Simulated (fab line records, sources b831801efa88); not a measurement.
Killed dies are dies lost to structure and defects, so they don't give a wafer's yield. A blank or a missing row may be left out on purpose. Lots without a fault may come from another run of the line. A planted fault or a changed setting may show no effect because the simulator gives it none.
fab line records | flow sky130
record lots=5 wafers=15 last_day=51
route steps=708 shown VIA1@470 METAL2@483
lots that met no fault: from a run of the same line without faults
start_h: hours from the record's first day to the start of the lot's first wafer shown | wait_h: hours since the lot's step before | " the same as in the row above | L1.1+2: a row that stands for several wafers | - no value, or no start given | * or withheld: withheld | < > ~ a bound
route shown NAME@n: a module of which the file shows steps, and the number in the route of the first | usual: mean/standard deviation of fault-free wafers | same: alike in all rows | chamber/n: place in a boat | sites: the reading at each site | _std_site: their standard deviation | _edge_site: outer sites' mean less inner sites' | radius_mm: how far each site lies from the wafer's centre | mask NAME#n: copy n | behind: the tool/chamber that last shaped the wafer | hold: why the lot was held/for how many hours/how that ended | device: the transistor (n, p or np) that didn't switch | end of line: the same wafers' tests at the end of the route | a step without rows: its recipe alone | killed: dies lost to structure and defects at the first sort, not the wafer's yield | map: a wafer's dies, x killed, . not, _ none there
set.NAME: the setting as run; set.NAME@STEP: as run at that earlier step | model.NAME: the simulator's own value behind a step, which no gauge read
lots at some steps of the route; a table a step, a row a wafer
services: from which hour (start_h, from the record's first day; less than 0 if before it) a tool's chamber was out of use, for how many hours, and why
## steps
# step SKY_VIA1_CD_MEAS_12
# recipe target_cd_nm=150
# usual cd_nm=150.3/1.4
# columns lot.wafer tool chamber start_h wait_h cd_nm
L077.1 cd_sem-01 - 819.18 - 150.8
L077.2 " - " " 151.7
L077.4 " - " " 151.4
L080.2 cd_sem-02 - 821.00 - 149.7
L080.3 " - " " 147.9
L080.5 " - " " 150.2
L095.3 cd_sem-01 - 971.47 - 148.5
L095.4 " - " " 151.2
L095.6 " - " " 150.5
L091.1 cd_sem-02 - 971.59 - 151.5
L091.2 " - " " 152.5
L091.3 " - " " 151.9
L090.2 cd_sem-01 - 973.25 - 150.0
L090.3 " - " " 152.1
L090.4 " - " " 151.6
# step SKY_VIA1_OVL_MEAS_13
# usual VIA1_OVL=0/4.6
# columns lot.wafer tool chamber start_h wait_h VIA1_OVL[nm]
L077.1 overlay-02 - 819.30 0.1 -2
L077.2 " - " " -1
L077.4 " - " " -10
L080.2 overlay-01 - 821.11 0.1 -10
L080.3 " - " " -4
L080.5 " - " " -5
L095.3 overlay-01 - 971.56 0.1 -4
L095.4 " - " " 7
L095.6 " - " " -3
L091.1 overlay-02 - 971.71 0.1 2
L091.2 " - " " 1
L091.3 " - " " -4
L090.2 overlay-02 - 973.36 0.1 -7
L090.3 " - " " -3
L090.4 " - " " -2
# step SKY_VIA1_ETCH_14
# recipe chemistry=N2/H2 target=BARC ion_energy_ev=200 source_w=500 bias_w=100 pressure_mtorr=30 n2_flow_sccm=100 h2_flow_sccm=200 stop_on=SiO2 time_s=45.9 target_depth_a=600
# usual drypump_motor_current_A=5.8/0.52 oes_product_au=0.855/0.0052 rf_fwd_power_W=494.5/2.1 throttle_valve_pct=13.225/0.0092
# columns lot.wafer tool chamber start_h wait_h drypump_motor_current_A oes_product_au rf_fwd_power_W rf_hours_counter_h throttle_valve_pct
L077.1 rie_diel-02 0 819.34 0.0 6.5 0.853 493.6 10 13.236
L077.2 " 2 " " 5.2 0.853 494.4 15 13.218
L077.4 " 2 " " 5.2 0.855 491.4 - 13.227
L080.2 rie_diel-02 0 821.14 0.0 6.5 0.853 496.4 10 13.236
L080.3 " 3 " " 5.6 0.852 494.2 1 13.216
L080.5 " 2 " " 5.2 0.848 491.2 - 13.224
L095.3 rie_diel-01 1 971.59 0.0 5.6 0.854 494.9 20 13.236
L095.4 " 3 " " 5.5 0.861 494.4 8 13.224
L095.6 " 0 " " 6.5 0.848 490.8 - 13.222
L091.1 rie_diel-03 1 971.74 0.0 4.7 0.852 492.1 13 13.254
L091.2 " 3 " " 5.7 0.853 496.0 17 13.228
L091.3 " 2 " " 5.7 0.849 497.4 6 13.221
L090.2 rie_diel-01 0 973.39 0.0 6.4 0.850 493.6 14 13.213
L090.3 " 3 " " 5.4 0.844 497.6 8 13.223
L090.4 " 1 " " 5.6 0.851 495.4 20 13.229
# step SKY_VIA1_ETCH_15
# recipe target=SiO2 chemistry=C4F8/O2/Ar target_depth_nm=351 stop_on=TiN mask_material=KrF-thick source_w=1500 bias_w=1200 pressure_mtorr=40 c4f8_flow_sccm=withheld O2_flow_sccm=6 Ar_flow_sccm=300 time_s=54
# usual oes_product_au=0.981/0.0059 rf_fwd_power_W=1486/5.6
# columns lot.wafer tool chamber start_h wait_h oes_product_au rf_fwd_power_W rf_hours_counter_h
L077.1 rie_diel-02 0 819.38 0.0 0.988 1486 10
L077.2 " 2 " " 0.978 1484 15
L077.4 " 2 " " 0.976 1480 -
L080.2 rie_diel-02 0 821.18 0.0 0.980 1480 10
L080.3 " 3 " " 0.980 1489 1
L080.5 " 2 " " 0.982 1485 -
L095.3 rie_diel-01 1 971.63 0.0 0.974 1487 20
L095.4 " 3 " " 0.970 1491 8
L095.6 " 0 " " 0.986 1475 -
L091.1 rie_diel-03 1 971.78 0.0 0.982 1489 13
L091.2 " 3 " " 0.974 1486 17
L091.3 " 2 " " 0.983 1492 6
L090.2 rie_diel-01 0 973.43 0.0 0.984 1478 14
L090.3 " 3 " " 0.969 1497 8
L090.4 " 1 " " 0.993 1496 20
# step SKY_VIA1_STRIP_16
# recipe chemistry=O2/N2 power_w=1400 pressure_mtorr=1500 platen_temp_c=withheld o2_flow_sccm=3000 n2_flow_sccm=300 overash_fraction=0.5
# usual drypump_motor_current_A=5.62/0.18 o2_flow_sccm=3000/10 oes_product_au=0.416/0.0045 strip_time_to_endpoint_s=4.453/0.024
# columns lot.wafer tool chamber start_h wait_h drypump_motor_current_A o2_flow_sccm oes_product_au rf_hours_counter_h strip_time_to_endpoint_s
L077.1 plasma_asher-03 0 819.43 0.0 5.94 2994 0.407 99 4.448
L077.2 " 1 " " 5.51 3014 0.419 99 4.444
L077.4 " 0 " " 5.90 3003 0.413 - 4.452
L080.2 plasma_asher-02 1 821.22 0.0 5.31 3014 0.407 41 4.420
L080.3 " 0 " " 5.60 2990 0.414 - 4.401
L080.5 " 0 " " 5.58 2990 0.416 - 4.425
L095.3 plasma_asher-03 0 971.71 0.1 5.92 2997 0.415 - 4.466
L095.4 " 1 " " 5.49 2988 0.414 - 4.493
L095.6 " 1 " " 5.46 2998 0.412 - 4.433
L091.1 plasma_asher-02 0 971.83 0.0 5.58 2988 0.417 55 4.464
L091.2 " 1 " " 5.29 3008 0.423 55 4.472
L091.3 " 1 " " 5.32 2996 0.412 - 4.458
L090.2 plasma_asher-04 1 973.48 0.0 5.61 3005 0.411 21 4.426
L090.3 " 0 " " 5.74 2988 0.410 - 4.471
L090.4 " 1 " " 5.63 2999 0.420 - 4.435
# step SKY_VIA1_STRIP_17
# recipe chemistry=post_etch_residue_remover time_s=1200 temp_c=72.5
# columns lot.wafer tool chamber start_h wait_h
L077.1+2+4 wet_bench-01 3 819.53 0.1
L080.2+3+5 wet_bench-03 2 821.32 0.1
L095.3+4+6 wet_bench-02 0 971.78 0.0
L091.1+2+3 wet_bench-03 3 971.93 0.1
L090.2+3+4 wet_bench-02 3 973.58 0.1
# step SKY_VIA1_CLEAN_18
# recipe chemistry=IPA time_s=180 temp_c=25
# columns lot.wafer tool chamber start_h wait_h
L077.1+2+4 wet_bench-03 3 819.87 0.0
L080.2+3+5 wet_bench-01 1 821.67 0.0
L095.3+4+6 wet_bench-02 1 972.15 0.0
L091.1+2+3 wet_bench-03 3 972.45 0.1
L090.2+3+4 wet_bench-03 3 974.09 0.1
# step SKY_VIA1_CLEAN_19
# recipe chemistry=O3/DIW dry=n2_spin
# columns lot.wafer tool chamber start_h wait_h
L077.1+2+4 wet_bench-01 1 819.93 0.0
L080.2+3+5 wet_bench-02 1 821.72 0.0
L095.3+4+6 wet_bench-03 3 972.34 0.1
L091.1+2+3 wet_bench-03 1 972.52 0.0
L090.2+3+4 wet_bench-03 2 974.23 0.1
# step SKY_VIA1_SPUTTER_20
# recipe material=TiN target_thk_nm=20 chamber_pressure_pa=5 power_w=4000 time_s=80
# usual throttle_valve_pct=30.1/0.91
# columns lot.wafer tool chamber start_h wait_h throttle_valve_pct
L077.1 pvd_sputter-01 - 820.02 0.0 29.0
L077.2 " - " " 30.8
L077.4 " - " " 30.9
L080.2 pvd_sputter-01 - 821.82 0.0 31.3
L080.3 " - " " 29.0
L080.5 " - " " 31.0
L095.3 pvd_sputter-02 - 972.45 0.0 31.3
L095.4 " - " " 30.7
L095.6 " - " " 29.1
L091.1 pvd_sputter-04 - 972.62 0.0 29.4
L091.2 " - " " 30.0
L091.3 " - " " 29.6
L090.2 pvd_sputter-01 - 974.33 0.0 29.7
L090.3 " - " " 30.7
L090.4 " - " " 30.9
# step SKY_VIA1_CVD_21
# recipe material=W target_thk_nm=270 time_s=80.902 temp_c=400 pressure_torr=40
# usual heater_power_w=824/71
# columns lot.wafer tool chamber start_h wait_h heater_power_w
L077.1 cvd_w-01 1 820.08 0.0 771
L077.2 " 0 " " 920
L077.4 " 1 " " 800
L080.2 cvd_w-02 1 821.88 0.0 858
L080.3 " 1 " " 860
L080.5 " 1 " " 857
L095.3 cvd_w-02 1 972.54 0.1 890
L095.4 " 0 " " 763
L095.6 " 1 " " 866
L091.1 cvd_w-02 0 972.69 0.0 769
L091.2 " 1 " " 883
L091.3 " 0 " " 748
L090.2 cvd_w-01 1 974.40 0.0 751
L090.3 " 0 " " 943
L090.4 " 1 " " 731
# step SKY_VIA1_RS_MEAS_22
# recipe thk_meas_gauge=four-point-probe reads=W_of_VIA1_CVD_21+TiN_of_VIA1_SPUTTER_20
# usual VIA1_W_RS=0.430/0.0035
# columns lot.wafer tool chamber start_h wait_h VIA1_W_RS[ohm/sq]
L077.1 film_metro-02 - 820.17 0.1 0.429
L077.2 " - " " 0.425
L077.4 " - " " 0.428
L080.2 film_metro-04 - 821.99 0.1 0.437
L080.3 " - " " 0.436
L080.5 " - " " 0.435
L095.3 film_metro-03 - 972.64 0.1 0.438
L095.4 " - " " 0.434
L095.6 " - " " 0.425
L091.1 film_metro-03 - 972.78 0.1 0.438
L091.2 " - " " 0.433
L091.3 " - " " 0.432
L090.2 film_metro-04 - 974.51 0.1 0.426
L090.3 " - " " 0.430
L090.4 " - " " 0.428
# step SKY_VIA1_THK_MEAS_23
# recipe thk_meas_gauge=xrf reads=W_of_VIA1_CVD_21
# usual VIA1_W_THK=275.3/2.9
# columns lot.wafer tool chamber start_h wait_h VIA1_W_THK[nm]
L077.1 film_metro-02 - 820.29 0.1 276.5
L077.2 " - " " 277.1
L077.4 " - " " 275.5
L080.2 film_metro-04 - 822.10 0.1 268.1
L080.3 " - " " 267.7
L080.5 " - " " 267.0
L095.3 film_metro-03 - 972.74 0.1 272.7
L095.4 " - " " 274.6
L095.6 " - " " 280.1
L091.1 film_metro-03 - 972.90 0.1 275.2
L091.2 " - " " 276.3
L091.3 " - " " 276.6
L090.2 film_metro-04 - 974.62 0.1 276.4
L090.3 " - " " 274.9
L090.4 " - " " 275.8
# step SKY_VIA1_CMP_24
# recipe stop_on=SiO2 t_overpolish_s=15 down_force_psi=3.5 platen_rpm=60 target_thk_nm=0 pad_velocity_m_s=0.94248
# usual motor_current_A=11.1/1.5 overpolish_run_s=15.001/0.0091 time_to_endpoint_s=66/3.7
# columns lot.wafer tool chamber start_h wait_h motor_current_A overpolish_run_s time_to_endpoint_s
L077.1 cmp-01 0 820.35 0.1 9.7 14.997 68
L077.4 " 1 " " 10.5 15.008 66
L077.2 " 2 " " 12.0 15.017 64
L080.3 cmp-02 3 822.20 0.1 8.9 14.993 65
L080.2 " 0 " " 10.3 14.994 62
L080.5 " 2 " " 13.6 14.991 66
L095.3 cmp-02 3 972.88 0.1 8.9 14.983 61
L095.4 " 0 " " 10.4 15.015 62
L095.6 " 2 " " 13.7 15.005 67
L091.3 cmp-01 0 973.17 0.2 9.7 15.013 69
L091.1 " 2 " " 11.9 15.009 65
L091.2 " 3 " " 12.6 15.008 69
L090.2 cmp-02 1 974.72 0.1 10.1 15.005 64
L090.4 " 2 " " 14.4 15.013 63
L090.3 " 3 " " 8.8 14.996 62
# step SKY_METAL2_SPUTTER_00
# recipe material=Ti target_thk_nm=15 power_w=3000 time_s=10 chamber_pressure_pa=0.4
# usual throttle_valve_pct=29.8/1.2
# columns lot.wafer tool chamber start_h wait_h throttle_valve_pct
L077.1 pvd_sputter-04 - 820.65 0.2 29.2
L077.2 " - " " 30.3
L077.4 " - " " 29.7
L080.2 pvd_sputter-02 - 822.45 0.1 29.8
L080.3 " - " " 30.8
L080.5 " - " " 30.1
L095.3 pvd_sputter-03 - 973.08 0.1 28.6
L095.4 " - " " 29.9
L095.6 " - " " 30.0
L091.1 pvd_sputter-04 - 973.47 0.1 29.2
L091.2 " - " " 30.2
L091.3 " - " " 29.8
L090.2 pvd_sputter-03 - 974.97 0.2 28.8
L090.3 " - " " 27.4
L090.4 " - " " 30.2
# step SKY_METAL2_SPUTTER_01
# recipe material=TiN target_thk_nm=20 power_w=6500 time_s=16.7 chamber_pressure_pa=0.4
# usual throttle_valve_pct=29.8/1.2
# columns lot.wafer tool chamber start_h wait_h throttle_valve_pct
L077.1 pvd_sputter-04 - 820.68 0.0 29.4
L077.2 " - " " 29.9
L077.4 " - " " 29.6
L080.2 pvd_sputter-02 - 822.47 0.0 30.1
L080.3 " - " " 30.8
L080.5 " - " " 29.8
L095.3 pvd_sputter-03 - 973.10 0.0 28.8
L095.4 " - " " 29.8
L095.6 " - " " 29.9
L091.1 pvd_sputter-04 - 973.49 0.0 29.3
L091.2 " - " " 29.9
L091.3 " - " " 29.7
L090.2 pvd_sputter-03 - 974.99 0.0 28.8
L090.3 " - " " 27.4
L090.4 " - " " 30.0
# step SKY_METAL2_SPUTTER_02
# recipe material=AlCu target_thk_nm=250 power_w=10600 time_s=13.3 chamber_pressure_pa=0.4
# usual throttle_valve_pct=29.8/1.2
# columns lot.wafer tool chamber start_h wait_h throttle_valve_pct
L077.1 pvd_sputter-04 - 820.70 0.0 29.0
L077.2 " - " " 30.3
L077.4 " - " " 29.8
L080.2 pvd_sputter-02 - 822.50 0.0 29.8
L080.3 " - " " 30.7
L080.5 " - " " 29.8
L095.3 pvd_sputter-03 - 973.13 0.0 29.0
L095.4 " - " " 30.0
L095.6 " - " " 30.0
L091.1 pvd_sputter-04 - 973.51 0.0 29.4
L091.2 " - " " 30.1
L091.3 " - " " 29.5
L090.2 pvd_sputter-03 - 975.02 0.0 28.9
L090.3 " - " " 27.5
L090.4 " - " " 30.1
# step SKY_METAL2_SPUTTER_03
# recipe material=Ti target_thk_nm=5 power_w=3000 time_s=3.3 chamber_pressure_pa=0.4
# usual throttle_valve_pct=29.8/1.2
# columns lot.wafer tool chamber start_h wait_h throttle_valve_pct
L077.1 pvd_sputter-04 - 820.73 0.0 29.5
L077.2 " - " " 30.2
L077.4 " - " " 29.8
L080.2 pvd_sputter-02 - 822.52 0.0 30.0
L080.3 " - " " 30.6
L080.5 " - " " 30.0
L095.3 pvd_sputter-03 - 973.15 0.0 29.2
L095.4 " - " " 30.4
L095.6 " - " " 30.1
L091.1 pvd_sputter-04 - 973.54 0.0 29.1
L091.2 " - " " 30.1
L091.3 " - " " 29.7
L090.2 pvd_sputter-03 - 975.04 0.0 28.7
L090.3 " - " " 27.4
L090.4 " - " " 30.0
# step SKY_METAL2_SPUTTER_04
# recipe material=TiN target_thk_nm=70 power_w=6500 time_s=58.3 chamber_pressure_pa=0.4
# usual throttle_valve_pct=29.8/1.2
# columns lot.wafer tool chamber start_h wait_h throttle_valve_pct
L077.1 pvd_sputter-04 - 820.75 0.0 29.0
L077.2 " - " " 30.1
L077.4 " - " " 29.9
L080.2 pvd_sputter-02 - 822.54 0.0 29.9
L080.3 " - " " 30.6
L080.5 " - " " 29.9
L095.3 pvd_sputter-03 - 973.17 0.0 28.8
L095.4 " - " " 30.0
L095.6 " - " " 30.1
L091.1 pvd_sputter-04 - 973.56 0.0 29.4
L091.2 " - " " 30.0
L091.3 " - " " 29.7
L090.2 pvd_sputter-03 - 975.06 0.0 28.8
L090.3 " - " " 27.5
L090.4 " - " " 30.0
# step SKY_METAL2_RS_MEAS_05
# recipe thk_meas_gauge=four-point-probe reads=TiN_of_METAL2_SPUTTER_04+Ti_of_METAL2_SPUTTER_03+AlCu_of_METAL2_SPUTTER_02+TiN_of_METAL2_SPUTTER_01+Ti_of_METAL2_SPUTTER_00
# usual METAL2_ALCU_RS=0.1268/0.0013
# columns lot.wafer tool chamber start_h wait_h METAL2_ALCU_RS[ohm/sq]
L077.1 film_metro-01 - 820.79 0.0 0.1268
L077.2 " - " " 0.1256
L077.4 " - " " 0.1255
L080.2 film_metro-03 - 822.61 0.0 0.1252
L080.3 " - " " 0.1267
L080.5 " - " " 0.1250
L095.3 film_metro-01 - 973.26 0.1 0.1273
L095.4 " - " " 0.1286
L095.6 " - " " 0.1285
L091.1 film_metro-03 - 973.61 0.0 0.1251
L091.2 " - " " 0.1254
L091.3 " - " " 0.1256
L090.2 film_metro-01 - 975.13 0.0 0.1264
L090.3 " - " " 0.1260
L090.4 " - " " 0.1280
# step SKY_METAL2_THK_MEAS_06
# recipe thk_meas_gauge=xrf reads=AlCu_of_METAL2_SPUTTER_02
# usual METAL2_ALCU_THK=250/3.3
# columns lot.wafer tool chamber start_h wait_h METAL2_ALCU_THK[nm]
L077.1 film_metro-01 - 820.91 0.1 251
L077.2 " - " " 252
L077.4 " - " " 255
L080.2 film_metro-03 - 822.72 0.1 252
L080.3 " - " " 248
L080.5 " - " " 253
L095.3 film_metro-01 - 973.36 0.1 252
L095.4 " - " " 247
L095.6 " - " " 245
L091.1 film_metro-03 - 973.73 0.1 255
L091.2 " - " " 254
L091.3 " - " " 253
L090.2 film_metro-01 - 975.24 0.1 250
L090.3 " - " " 252
L090.4 " - " " 245
# step SKY_METAL2_DEHYDRATE_07
# recipe temp_c=200 time_s=60
# usual exhaust_pa=45.2/0.92 plate_temp_C=199.99/0.14
# columns lot.wafer tool chamber start_h wait_h exhaust_pa plate_temp_C
L077.1 litho_track-03 0 832.79 11.9 45.3 199.69
L077.2 " 0 " " 45.2 200.13
L077.4 " 0 " " 44.8 199.82
L080.2 litho_track-01 0 834.51 11.8 46.0 200.13
L080.3 " 0 " " 44.9 200.09
L080.5 " 0 " " 45.1 199.92
L095.3 litho_track-04 0 982.68 9.3 46.7 199.96
L095.4 " 0 " " 46.5 200.01
L095.6 " 0 " " 47.4 200.14
L091.1 litho_track-03 0 983.19 9.5 44.2 200.22
L091.2 " 0 " " 44.3 199.99
L091.3 " 0 " " 44.2 200.21
L090.2 litho_track-04 0 984.86 9.6 44.9 200.18
L090.3 " 0 " " 44.7 199.87
L090.4 " 0 " " 46.2 199.97
# step SKY_METAL2_HMDS_08
# recipe prime_time_s=60 prime_temp_c=120
# usual exhaust_pa=44.9/1
# same prime_time_s=60
# columns lot.wafer tool chamber start_h wait_h exhaust_pa
L077.1 litho_track-03 0 832.94 0.1 44.7
L077.2 " 0 " " 46.1
L077.4 " 0 " " 45.3
L080.2 litho_track-01 0 834.66 0.1 44.0
L080.3 " 0 " " 42.9
L080.5 " 0 " " 46.1
L095.3 litho_track-04 0 982.83 0.1 46.0
L095.4 " 0 " " 44.8
L095.6 " 0 " " 45.9
L091.1 litho_track-03 0 983.34 0.1 46.0
L091.2 " 0 " " 46.9
L091.3 " 0 " " 45.6
L090.2 litho_track-04 0 985.01 0.1 44.6
L090.3 " 0 " " 42.9
L090.4 " 0 " " 44.3
# step SKY_METAL2_COAT_09
# recipe resist=BARC temp_c=withheld time_s=withheld spin_rpm=3000 resist_thk_nm=60
# usual dispense_pressure_kPa=50/3.7 exhaust_pa=44.8/0.85
# columns lot.wafer tool chamber start_h wait_h dispense_pressure_kPa exhaust_pa
L077.1 litho_track-03 0 833.09 0.1 46 46.7
L077.2 " 0 " " 46 46.0
L077.4 " 0 " " 46 45.4
L080.2 litho_track-01 0 834.81 0.1 49 43.4
L080.3 " 0 " " 49 44.7
L080.5 " 0 " " 49 46.1
L095.3 litho_track-04 0 982.98 0.1 55 43.2
L095.4 " 0 " " 55 44.5
L095.6 " 0 " " 55 44.9
L091.1 litho_track-03 0 983.49 0.1 46 45.6
L091.2 " 0 " " 46 42.1
L091.3 " 0 " " 46 44.3
L090.2 litho_track-04 0 985.16 0.1 55 45.3
L090.3 " 0 " " 55 46.1
L090.4 " 0 " " 55 44.6
# step SKY_METAL2_COAT_10
# recipe resist=KrF-thick spin_rpm=3000 resist_thk_nm=450
# usual dispense_pressure_kPa=50/3.7 exhaust_pa=45.0/0.88
# columns lot.wafer tool chamber start_h wait_h dispense_pressure_kPa exhaust_pa
L077.1 litho_track-03 0 - - 46 45.6
L077.2 " 0 " " 46 43.2
L077.4 " 0 " " 46 45.6
L080.2 litho_track-01 0 - - 49 44.4
L080.3 " 0 " " 49 44.8
L080.5 " 0 " " 49 44.6
L095.3 litho_track-04 0 - - 55 46.1
L095.4 " 0 " " 55 45.6
L095.6 " 0 " " 55 44.6
L091.1 litho_track-03 0 - - 46 44.5
L091.2 " 0 " " 46 45.2
L091.3 " 0 " " 46 44.7
L090.2 litho_track-04 0 - - 55 43.5
L090.3 " 0 " " 55 43.9
L090.4 " 0 " " 55 44.3
# step SKY_METAL2_SOFTBAKE_11
# recipe temp_c=100 time_s=90 resist=KrF-thick
# usual exhaust_pa=45.0/0.82 plate_temp_C=100.01/0.11
# columns lot.wafer tool chamber start_h wait_h exhaust_pa plate_temp_C
L077.1 litho_track-03 0 - - 46.6 100.17
L077.2 " 0 " " 45.6 100.00
L077.4 " 0 " " 45.0 100.15
L080.2 litho_track-01 0 - - 44.9 100.03
L080.3 " 0 " " 44.8 100.23
L080.5 " 0 " " 45.0 99.94
L095.3 litho_track-04 0 - - 44.9 99.95
L095.4 " 0 " " 45.3 99.92
L095.6 " 0 " " 47.7 99.85
L091.1 litho_track-03 0 - - 46.2 100.03
L091.2 " 0 " " 45.9 99.93
L091.3 " 0 " " 45.5 99.78
L090.2 litho_track-04 0 - - 44.7 99.90
L090.3 " 0 " " 44.6 100.01
L090.4 " 0 " " 43.9 100.07
# step SKY_METAL2_EXPOSE_12
# recipe mask_id=MM2 na=0.8 source_shape=annular sigma_inner=0.55 sigma_outer=0.85 target_cd_nm=140 dose_mj=28
# usual exposure_dose_mJ_cm2=27.97/0.043 reticle_temp_C=23.01/0.1
# columns lot.wafer tool chamber start_h wait_h mask exposure_dose_mJ_cm2 reticle_temp_C
L077.1 krf_scanner-02 0 - - MM2#0 28.00 22.70
L077.2 " 0 " " MM2#0 27.99 23.04
L077.4 " 0 " " MM2#0 27.99 23.07
L080.2 krf_scanner-02 0 - - MM2#0 28.01 23.03
L080.3 " 0 " " MM2#0 28.01 22.91
L080.5 " 0 " " MM2#0 28.00 23.11
L095.3 krf_scanner-01 0 - - MM2#0 27.91 23.04
L095.4 " 0 " " MM2#0 27.89 22.95
L095.6 " 0 " " MM2#0 27.98 23.09
L091.1 krf_scanner-02 0 - - MM2#0 28.01 22.99
L091.2 " 0 " " MM2#0 27.98 22.94
L091.3 " 0 " " MM2#0 27.98 22.96
L090.2 krf_scanner-01 0 - - MM2#0 27.94 23.00
L090.3 " 0 " " MM2#0 27.91 22.98
L090.4 " 0 " " MM2#0 27.92 23.00
# step SKY_METAL2_PEB_13
# recipe peb_temp_c=withheld peb_time_s=withheld resist=KrF-thick
# usual exhaust_pa=45.0/0.92
# columns lot.wafer tool chamber start_h wait_h exhaust_pa
L077.1 litho_track-01 0 - - 44.3
L077.2 " 0 " " 45.6
L077.4 " 0 " " 44.1
L080.2 litho_track-03 0 - - 45.6
L080.3 " 0 " " 43.4
L080.5 " 0 " " 44.1
L095.3 litho_track-03 0 - - 44.5
L095.4 " 0 " " 44.8
L095.6 " 0 " " 44.3
L091.1 litho_track-01 0 - - 46.7
L091.2 " 0 " " 46.3
L091.3 " 0 " " 46.7
L090.2 litho_track-01 0 - - 44.9
L090.3 " 0 " " 45.5
L090.4 " 0 " " 45.6
# step SKY_METAL2_DEVELOP_14
# recipe develop_time_s=60 resist=KrF-thick dev_temp_c=21
# usual developer_temp_C=20.99/0.096 exhaust_pa=44.9/0.96
# same develop_time_s=60
# columns lot.wafer tool chamber start_h wait_h developer_temp_C exhaust_pa
L077.1 litho_track-01 0 - - 20.82 45.7
L077.2 " 0 " " 20.95 44.8
L077.4 " 0 " " 21.00 46.1
L080.2 litho_track-03 0 - - 20.84 45.0
L080.3 " 0 " " 20.94 44.1
L080.5 " 0 " " 20.86 46.7
L095.3 litho_track-03 0 - - 20.81 45.4
L095.4 " 0 " " 21.02 46.8
L095.6 " 0 " " 21.00 46.1
L091.1 litho_track-01 0 - - 21.02 44.7
L091.2 " 0 " " 21.05 45.4
L091.3 " 0 " " 20.92 46.8
L090.2 litho_track-01 0 - - 21.02 45.0
L090.3 " 0 " " 21.14 44.0
L090.4 " 0 " " 21.09 45.4
# step SKY_METAL2_CD_MEAS_15
# recipe target_cd_nm=140
# usual cd_nm=139.9/1.8
# columns lot.wafer tool chamber start_h wait_h cd_nm
L077.1 cd_sem-01 - 846.48 - 141.5
L077.2 " - " " 142.0
L077.4 " - " " 141.4
L080.2 cd_sem-01 - 848.46 - 141.9
L080.3 " - " " 142.0
L080.5 " - " " 141.3
L095.3 cd_sem-01 - 996.43 - 140.1
L095.4 " - " " 140.3
L095.6 " - " " 139.5
L091.1 cd_sem-02 - 997.78 - 140.6
L091.2 " - " " 139.9
L091.3 " - " " 140.6
L090.2 cd_sem-01 - 999.10 - 136.1
L090.3 " - " " 137.9
L090.4 " - " " 136.9
# step SKY_METAL2_OVL_MEAS_16
# usual METAL2_OVL=-1/4.6
# columns lot.wafer tool chamber start_h wait_h METAL2_OVL[nm]
L077.1 overlay-01 - 846.60 0.1 1
L077.2 " - " " 1
L077.4 " - " " -1
L080.2 overlay-01 - 848.56 0.1 7
L080.3 " - " " 6
L080.5 " - " " -1
L095.3 overlay-01 - 996.52 0.1 0
L095.4 " - " " 1
L095.6 " - " " 7
L091.1 overlay-02 - 997.90 0.1 -6
L091.2 " - " " -12
L091.3 " - " " -2
L090.2 overlay-01 - 999.21 0.1 0
L090.3 " - " " -1
L090.4 " - " " -1
# step SKY_METAL2_DESCUM_17
# recipe chemistry=O2 source_power_w=150 bias_power_w=0 pressure_mtorr=10 temp_c=40 time_s=8
# usual drypump_motor_current_A=5.8/0.55 oes_product_au=0.996/0.0081 rf_fwd_power_W=147.0/0.74
# columns lot.wafer tool chamber start_h wait_h drypump_motor_current_A oes_product_au rf_fwd_power_W rf_hours_counter_h
L077.1 rie_metal-04 0 846.64 0.0 4.6 0.991 145.5 18
L077.2 " 1 " " 6.1 0.988 146.2 2
L077.4 " 1 " " 6.2 0.999 146.2 -
L080.2 rie_metal-04 1 848.59 0.0 6.2 0.995 146.9 2
L080.3 " 1 " " 6.2 1.004 146.7 -
L080.5 " 0 " " 4.6 0.997 145.9 -
L095.3 rie_metal-01 1 996.55 0.0 5.7 1.009 146.5 -
L095.4 " 0 " " 6.3 1.003 147.6 -
L095.6 " 1 " " 5.7 1.013 146.6 -
L091.1 rie_metal-02 1 997.94 0.0 6.3 0.983 148.0 14
L091.2 " 0 " " 5.7 1.001 147.7 10
L091.3 " 1 " " 6.2 0.996 147.7 -
L090.2 rie_metal-04 0 999.24 0.0 4.6 1.003 146.3 4
L090.3 " 0 " " 4.6 0.996 146.2 -
L090.4 " 1 " " 6.2 0.999 146.2 -
# step SKY_METAL2_ETCH_18
# recipe chemistry=N2/H2 target=BARC ion_energy_ev=200 bias_w=100 pressure_mtorr=30 n2_flow_sccm=100 h2_flow_sccm=200 icp_w=500 stop_on=SiO2 time_s=45.9 target_depth_a=600
# usual drypump_motor_current_A=5.8/0.55 oes_product_au=0.856/0.0046 rf_fwd_power_W=494.8/1.7 throttle_valve_pct=13.225/0.0083
# columns lot.wafer tool chamber start_h wait_h drypump_motor_current_A oes_product_au rf_fwd_power_W rf_hours_counter_h throttle_valve_pct
L077.1 rie_metal-04 0 846.67 0.0 4.6 0.849 495.4 18 13.225
L077.2 " 1 " " 6.2 0.851 493.3 2 13.221
L077.4 " 1 " " 6.2 0.853 494.9 - 13.222
L080.2 rie_metal-04 1 848.62 0.0 6.2 0.847 495.0 2 13.217
L080.3 " 1 " " 6.2 0.853 493.8 - 13.231
L080.5 " 0 " " 4.6 0.858 491.8 - 13.217
L095.3 rie_metal-01 1 996.60 0.0 5.7 0.855 493.0 - 13.235
L095.4 " 0 " " 6.3 0.857 495.7 - 13.236
L095.6 " 1 " " 5.8 0.851 496.1 - 13.212
L091.1 rie_metal-02 1 997.97 0.0 6.2 0.849 496.7 14 13.216
L091.2 " 0 " " 5.7 0.852 494.3 10 13.232
L091.3 " 1 " " 6.3 0.853 496.1 - 13.225
L090.2 rie_metal-04 0 999.27 0.0 4.6 0.859 492.3 4 13.223
L090.3 " 0 " " 4.6 0.856 493.1 - 13.219
L090.4 " 1 " " 6.2 0.863 494.7 - 13.225
## services
# columns tool chamber start_h hours kind
cmp-02 - 807.99 0.5 repair
rie_metal-02 - 809.11 1.4 pm
pvd_sputter-02 - 817.16 2.9 repair
rie_diel-02 1 819.21 2.2 repair
wet_bench-03 - 840.44 1.4 repair
krf_scanner-02 - 844.77 1.3 pm
pvd_sputter-02 - 854.01 5.1 repair
cvd_w-02 - 855.35 2.8 pm
cmp-02 - 868.85 5.1 repair
rie_diel-02 0 878.41 4.5 repair
krf_scanner-02 - 886.43 0.8 pm
krf_scanner-02 - 899.73 1.0 pm
rie_diel-01 1 908.22 4.1 repair
rie_diel-02 0 912.03 2.9 repair
cvd_w-02 - 918.00 6.9 pm
rie_diel-01 1 934.73 6.3 repair
cvd_w-02 - 938.78 1.2 repair
cmp-02 - 943.92 3.6 pm
wet_bench-01 - 965.98 94.1 repair
rie_diel-02 2 977.89 4.7 repair
cvd_w-02 - 978.85 3.8 pm
krf_scanner-02 - 979.36 3.0 pm
krf_scanner-02 - 989.78 3.6 pm
pvd_sputter-04 - 992.80 5.1 repair
## key
fault none
